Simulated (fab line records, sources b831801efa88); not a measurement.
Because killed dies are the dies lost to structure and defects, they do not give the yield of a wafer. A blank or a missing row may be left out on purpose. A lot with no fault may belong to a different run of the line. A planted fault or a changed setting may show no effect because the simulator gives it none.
Which of the tools did it? | flow sky130 | 72 wafers from 24 lots sampled at 6 of the route's 708 steps

WHAT EACH GAUGE READ, for each wafer
SKY_LDD_N_OVL_MEAS_07.
lot  | measured     | on         | LDD_N_OVL (nm)
L074 | day 18 16:54 | overlay-02 | 1.2 0.7 1.8
L075 | day 18 21:29 | overlay-01 | 0.5 -0.4 1.2
L076 | day 18 21:54 | overlay-02 | 0.1 -1.6 -0.1
L077 | day 19 14:07 | overlay-01 | 1.5 0.3 2.3
L078 | day 19 21:18 | overlay-01 | 2.5 1.7 3.4
L079 | day 20 03:17 | overlay-02 | 1.1 0.8 1.0
L080 | day 20 08:04 | overlay-02 | 0.0 0.0 1.3
L081 | day 20 13:40 | overlay-02 | 3.1 1.9 1.4
L082 | day 21 04:30 | overlay-02 | 0.0 3.2 -0.9
L083 | day 21 08:02 | overlay-02 | 1.8 1.7 1.6
L084 | day 21 18:02 | overlay-02 | 1.2 0.6 2.3
L085 | day 22 04:44 | overlay-02 | 0.0 0.1 1.1
L086 | day 22 10:44 | overlay-01 | -0.5 -1.5 1.6
L087 | day 23 00:01 | overlay-01 | -1.1 -1.0 -1.3
L088 | day 23 04:19 | overlay-02 | 1.6 -1.1 -0.3
L089 | day 23 11:41 | overlay-02 | -0.7 0.0 0.2
L090 | day 23 14:41 | overlay-01 | 0.0 2.7 -1.3
L091 | day 23 22:35 | overlay-02 | 1.0 -0.2 -1.0
L092 | day 24 05:35 | overlay-02 | 0.2 2.7 2.2
L093 | day 24 17:49 | overlay-01 | 2.1 0.4 0.6
L094 | day 24 21:57 | overlay-02 | -0.2 0.9 -0.7
L095 | day 25 08:14 | overlay-02 | 0.0 0.0 0.0
L096 | day 25 22:31 | overlay-02 | 1.1 2.7 1.4
L097 | day 26 04:34 | overlay-01 | 0.1 0.4 -0.7

SKY_METAL1_CD_MEAS_15: target cd 140 nm.
lot  | measured     | on       | cdNm (nm)
L074 | day 33 15:13 | cdSem-02 | 140.9 140.7 140.5
L075 | day 34 00:47 | cdSem-01 | 140.6 139.6 139.5
L076 | day 33 23:17 | cdSem-01 | 139.3 139.9 139.2
L077 | day 34 12:28 | cdSem-01 | 137.6 137.7 139.2
L078 | day 34 15:53 | cdSem-02 | 138.6 140.6 139.5
L079 | day 34 21:34 | cdSem-01 | 137.9 137.1 137.4
L080 | day 35 02:36 | cdSem-02 | 139.2 137.4 137.5
L081 | day 35 09:34 | cdSem-02 | 138.7 140.3 140.2
L082 | day 35 21:16 | cdSem-01 | 140.1 139.3 140.9
L083 | day 36 00:49 | cdSem-01 | 143.1 142.5 141.4
L084 | day 36 09:11 | cdSem-01 | 138.6 138.0 138.6
L085 | day 36 17:12 | cdSem-02 | 138.6 140.1 139.1
L086 | day 36 22:05 | cdSem-01 | 139.5 139.0 141.1
L087 | day 37 10:44 | cdSem-02 | 138.0 138.0 137.8
L088 | day 37 12:29 | cdSem-01 | 139.1 139.6 137.8
L089 | day 37 20:57 | cdSem-01 | 140.1 141.5 140.0
L090 | day 37 22:13 | cdSem-02 | 138.7 138.5 138.2
L091 | day 38 03:20 | cdSem-02 | 140.1 141.9 140.1
L092 | day 38 08:54 | cdSem-02 | 135.2 137.4 136.9
L093 | day 38 21:15 | cdSem-01 | 141.2 140.2 141.6
L094 | day 39 01:53 | cdSem-01 | 138.8 139.1 137.9
L095 | day 39 09:46 | cdSem-02 | 139.2 139.0 139.8
L096 | day 39 19:16 | cdSem-01 | 138.7 138.4 137.6
L097 | day 40 02:43 | cdSem-01 | 138.7 140.3 138.9

SKY_VIA1_OVL_MEAS_13.
lot  | measured     | on         | VIA1_OVL (nm)
L074 | day 34 19:11 | overlay-02 | -4 4 3
L075 | day 35 04:35 | overlay-01 | 7 -2 7
L076 | day 35 02:35 | overlay-01 | -3 -2 3
L077 | day 35 16:37 | overlay-02 | 0 0 -5
L078 | day 35 19:50 | overlay-01 | 0 -4 6
L079 | day 36 01:35 | overlay-01 | 6 8 3
L080 | day 36 07:41 | overlay-01 | -3 -4 0
L081 | day 36 14:07 | overlay-02 | 0 7 9
L082 | day 37 01:23 | overlay-02 | 0 -1 4
L083 | day 37 03:55 | overlay-02 | 0 0 0
L084 | day 37 12:25 | overlay-02 | 6 7 5
L085 | day 37 19:46 | overlay-01 | 6 3 -1
L086 | day 38 01:15 | overlay-01 | -3 2 1
L087 | day 38 13:02 | overlay-01 | 6 9 5
L088 | day 38 15:05 | overlay-01 | 7 3 3
L089 | day 38 23:38 | overlay-01 | -5 -2 5
L090 | day 39 00:38 | overlay-01 | 9 9 15
L091 | day 39 06:08 | overlay-01 | 4 8 5
L092 | day 39 11:20 | overlay-01 | 9 12 6
L093 | day 39 22:22 | overlay-01 | 11 11 13
L094 | day 40 04:41 | overlay-01 | 14 3 7
L095 | day 40 12:16 | overlay-02 | 13 17 13
L096 | day 40 20:30 | overlay-02 | 6 0 2
L097 | day 41 04:19 | overlay-01 | 1 7 6

SKY_METAL3_OVL_MEAS_14.
lot  | measured     | on         | METAL3_OVL (nm)
L074 | day 39 08:38 | overlay-01 | 4 6 3
L075 | day 39 16:17 | overlay-01 | 1 -2 3
L076 | day 39 13:52 | overlay-02 | -1 -2 -6
L077 | day 40 03:16 | overlay-01 | -6 4 -4
L078 | day 40 06:02 | overlay-01 | 3 5 -2
L079 | day 40 11:00 | overlay-01 | -2 0 -3
L080 | day 40 15:38 | overlay-02 | 1 6 1
L081 | day 40 23:25 | overlay-01 | -4 -1 -4
L082 | day 41 10:14 | overlay-02 | 4 2 -2
L083 | day 41 11:59 | overlay-02 | -2 1 -4
L084 | day 41 20:38 | overlay-01 | -1 -9 4
L085 | day 42 01:49 | overlay-02 | -2 -2 -1
L086 | day 42 09:03 | overlay-02 | 0 7 -7
L087 | day 42 18:26 | overlay-01 | -6 -6 -2
L088 | day 42 21:04 | overlay-01 | -5 -7 -17
L089 | day 43 04:37 | overlay-01 | 2 5 -2
L090 | day 43 06:23 | overlay-02 | -3 -12 -4
L091 | day 43 10:42 | overlay-01 | -8 -6 -5
L092 | day 43 16:46 | overlay-02 | 4 5 2
L093 | day 44 00:56 | overlay-02 | 4 -2 7
L094 | day 44 08:05 | overlay-01 | 6 2 3
L095 | day 44 15:29 | overlay-01 | 1 3 0
L096 | day 44 21:47 | overlay-02 | 1 -1 2
L097 | day 45 05:19 | overlay-01 | -2 0 -4

TOOL THAT RAN EACH LOT (tool first, then ch and the chambers of the sampled wafers, then the start)
lot  | SKY_POLY_CUT_STRIP_12               | SKY_CONTACT_CVD_24
L074 | plasmaAsher-02 ch 0,1, day 25 04:11 | cvdW-02 ch 0,1, day 32 11:41
L075 | plasmaAsher-03 ch 0,1, day 25 11:13 | cvdW-01 ch 0,1, day 32 20:28
L076 | plasmaAsher-02 ch 0, day 25 11:03   | cvdW-02 ch 0,1, day 32 19:38
L077 | plasmaAsher-02 ch 0,1, day 26 01:30 | cvdW-01 ch 0,1, day 33 08:11
L078 | plasmaAsher-03 ch 0,1, day 26 08:44 | cvdW-01 ch 0,1, day 33 13:04
L079 | plasmaAsher-04 ch 0,1, day 26 12:23 | cvdW-01 ch 0,1, day 33 18:30
L080 | plasmaAsher-04 ch 1, day 26 18:59   | cvdW-01 ch 0, day 33 23:48
L081 | plasmaAsher-03 ch 0,1, day 27 00:32 | cvdW-01 ch 1, day 34 06:26
L082 | plasmaAsher-03 ch 0,1, day 27 14:41 | cvdW-01 ch 0,1, day 34 17:59
L083 | plasmaAsher-02 ch 0,1, day 27 17:24 | cvdW-01 ch 1, day 34 21:39
L084 | plasmaAsher-03 ch 0,1, day 28 03:32 | cvdW-02 ch 0,1, day 35 05:56
L085 | plasmaAsher-03 ch 0,1, day 28 12:48 | cvdW-02 ch 0, day 35 14:14
L086 | plasmaAsher-03 ch 0,1, day 28 17:58 | cvdW-01 ch 0,1, day 35 19:28
L087 | plasmaAsher-02 ch 0,1, day 29 06:56 | cvdW-01 ch 0,1, day 36 08:59
L088 | plasmaAsher-04 ch 0,1, day 29 09:59 | cvdW-02 ch 0,1, day 36 10:02
L089 | plasmaAsher-03 ch 0,1, day 29 18:12 | cvdW-02 ch 0,1, day 36 18:39
L090 | plasmaAsher-03 ch 0,1, day 29 19:47 | cvdW-02 ch 0,1, day 36 19:56
L091 | plasmaAsher-02 ch 0,1, day 30 02:11 | cvdW-02 ch 0,1, day 37 00:46
L092 | plasmaAsher-02 ch 0,1, day 30 09:17 | cvdW-01 ch 0,1, day 37 07:34
L093 | plasmaAsher-03 ch 0,1, day 30 21:33 | cvdW-02 ch 0,1, day 37 20:01
L094 | plasmaAsher-04 ch 0,1, day 31 01:44 | cvdW-02 ch 0,1, day 38 00:01
L095 | plasmaAsher-03 ch 0,1, day 31 12:57 | cvdW-01 ch 0,1, day 38 08:49
L096 | plasmaAsher-03 ch 0,1, day 31 22:37 | cvdW-02 ch 0,1, day 38 17:20
L097 | plasmaAsher-02 ch 0,1, day 32 05:33 | cvdW-02 ch 0,1, day 39 00:55
- SKY_POLY_CUT_STRIP_12: strips in O2/N2.
- SKY_CONTACT_CVD_24: deposits W, target thk 340 nm, time 102.12 s.

WHAT THE TOOLS THEMSELVES READ (means of the sampled wafers that have a number; where no wafer has one, the mark that the record gives instead)
SKY_POLY_CUT_STRIP_12.
lot  | tool           | chamberPressureMTorr (mTorr) | drypumpMotorCurrentA (A) | oesProductAu (a.u.) | stripTimeToEndpointS (s)
L074 | plasmaAsher-02 | 1499.1                       | 6.0                      | 0.457               | 5.341
L075 | plasmaAsher-03 | 1499.3                       | 5.9                      | 0.454               | 5.371
L076 | plasmaAsher-02 | 1499.8                       | 6.4                      | 0.455               | 5.375
L077 | plasmaAsher-02 | 1500.3                       | 6.0                      | 0.451               | 5.362
L078 | plasmaAsher-03 | 1500.3                       | 5.8                      | 0.456               | 5.356
L079 | plasmaAsher-04 | 1500.9                       | 5.5                      | 0.456               | 5.375
L080 | plasmaAsher-04 | 1500.2                       | 5.7                      | 0.456               | 5.368
L081 | plasmaAsher-03 | 1499.6                       | 5.9                      | 0.457               | 5.372
L082 | plasmaAsher-03 | 1500.4                       | 5.8                      | 0.453               | 5.375
L083 | plasmaAsher-02 | 1501.5                       | 5.6                      | 0.453               | 5.353
L084 | plasmaAsher-03 | 1499.6                       | 5.9                      | 0.452               | 5.390
L085 | plasmaAsher-03 | 1499.8                       | 5.8                      | 0.453               | 5.354
L086 | plasmaAsher-03 | 1499.3                       | 5.9                      | 0.454               | 5.363
L087 | plasmaAsher-02 | 1500.0                       | 5.6                      | 0.452               | 5.353
L088 | plasmaAsher-04 | 1500.7                       | 5.5                      | 0.451               | 5.346
L089 | plasmaAsher-03 | 1499.5                       | 5.8                      | 0.454               | 5.378
L090 | plasmaAsher-03 | 1500.2                       | 5.9                      | 0.455               | 5.357
L091 | plasmaAsher-02 | 1499.7                       | 5.6                      | 0.452               | 5.332
L092 | plasmaAsher-02 | 1499.6                       | 6.0                      | 0.453               | 5.362
L093 | plasmaAsher-03 | 1500.0                       | 5.8                      | 0.452               | 5.327
L094 | plasmaAsher-04 | 1498.4                       | 5.5                      | 0.456               | 5.380
L095 | plasmaAsher-03 | 1499.3                       | 5.8                      | 0.451               | 5.327
L096 | plasmaAsher-03 | 1500.4                       | 5.8                      | 0.454               | 5.366
L097 | plasmaAsher-02 | 1500.8                       | 6.0                      | 0.450               | 5.364

SKY_CONTACT_CVD_24.
lot  | tool    | heaterPowerW (W)
L074 | cvdW-02 | 840
L075 | cvdW-01 | 844
L076 | cvdW-02 | 856
L077 | cvdW-01 | 851
L078 | cvdW-01 | 833
L079 | cvdW-01 | 856
L080 | cvdW-01 | 822
L081 | cvdW-01 | 874
L082 | cvdW-01 | 846
L083 | cvdW-01 | 871
L084 | cvdW-02 | 797
L085 | cvdW-02 | 772
L086 | cvdW-01 | 841
L087 | cvdW-01 | 852
L088 | cvdW-02 | 855
L089 | cvdW-02 | 822
L090 | cvdW-02 | 806
L091 | cvdW-02 | 837
L092 | cvdW-01 | 860
L093 | cvdW-02 | 848
L094 | cvdW-02 | 848
L095 | cvdW-01 | 840
L096 | cvdW-02 | 804
L097 | cvdW-02 | 844

THE ANSWER, worked out from the rows above alone
Rule: the lots themselves supply what counts as usual. Put in order of their means at a reading, lots are off if they are a third of the lots or fewer, leave a main group of 4 or more, and stand apart from it by a gap of 3 or more times the standard deviation of the main group's means; of several such gaps the widest counts. The tables above print the reading to a certain number of digits; a main group whose means all agree to those digits is not used. A lot without any number at a reading at which 4 lots or more have one is off too. The other lots that the step has rows for count as sound. After the gauges, taken in route order, come the tools' own readings; for these a lot's mean is taken, as printed above. The first step at which some lot is off is used, and at that step the reading that is off furthest; a lot without a number counts as furthest.
None of the lots is off at any reading shown; this tells nothing.

WHAT THE SIMULATOR HAD PUT IN
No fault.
